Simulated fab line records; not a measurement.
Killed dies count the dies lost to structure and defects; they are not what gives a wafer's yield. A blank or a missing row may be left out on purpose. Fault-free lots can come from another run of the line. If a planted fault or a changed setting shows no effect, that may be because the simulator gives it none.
Which tool is to blame? -- flow sky130 -- 6 lots, 18 wafers sampled, at 2 steps of a route of 708

== WHAT THE GAUGES SHOWED, per wafer ==
SKY_PWDE_TW_MEAS_10.
lot,measured,on,PWDE_TW
L176,day 5 02:49,film-metro-04,370.8 371.6 369.9
L180,day 5 23:31,film-metro-02,371.9 373.0 373.1
L182,day 6 10:22,film-metro-04,372.8 373.3 374.5
L186,day 7 07:01,film-metro-02,374.6 374.8 376.4
L191,day 8 17:16,film-metro-03,366.6 365.8 365.4
L193,day 9 05:07,film-metro-02,362.1 363.5 365.5

== WHICH TOOL RAN EACH LOT (tool, then ch and the chambers of the sampled wafers, then the start) ==
lot,SKY_PWDE_IMPLANT_08
L176,"implanter-01 ch 0, day 5 02:31"
L180,"implanter-04 ch 0, day 5 23:16"
L182,"implanter-04 ch 0, day 6 10:08"
L186,"implanter-04 ch 0, day 7 06:46"
L191,"implanter-04 ch 0, day 8 17:02"
L193,"implanter-04 ch 0, day 9 04:52"
- SKY_PWDE_IMPLANT_08

== THE ANSWER, worked out from the rows above alone ==
Rule: what is usual is taken from the lots themselves. The widest of any qualifying gaps counts: lots, ordered by their means at a reading, are off when they make up no more than a third of the lots, leave a main group of 4 or more, and stand apart from it by 3 or more times the standard deviation of that group's means. If all means in a main group match to the digits the tables above print for the reading, that group is not used. A lot without any number at a reading at which 4 lots or more have one is off too. Any other lot the step has rows for is counted as sound.
Nothing can be told from this: no lot is off at any reading shown.

== WHAT WAS PUT IN BY THE SIMULATOR ==
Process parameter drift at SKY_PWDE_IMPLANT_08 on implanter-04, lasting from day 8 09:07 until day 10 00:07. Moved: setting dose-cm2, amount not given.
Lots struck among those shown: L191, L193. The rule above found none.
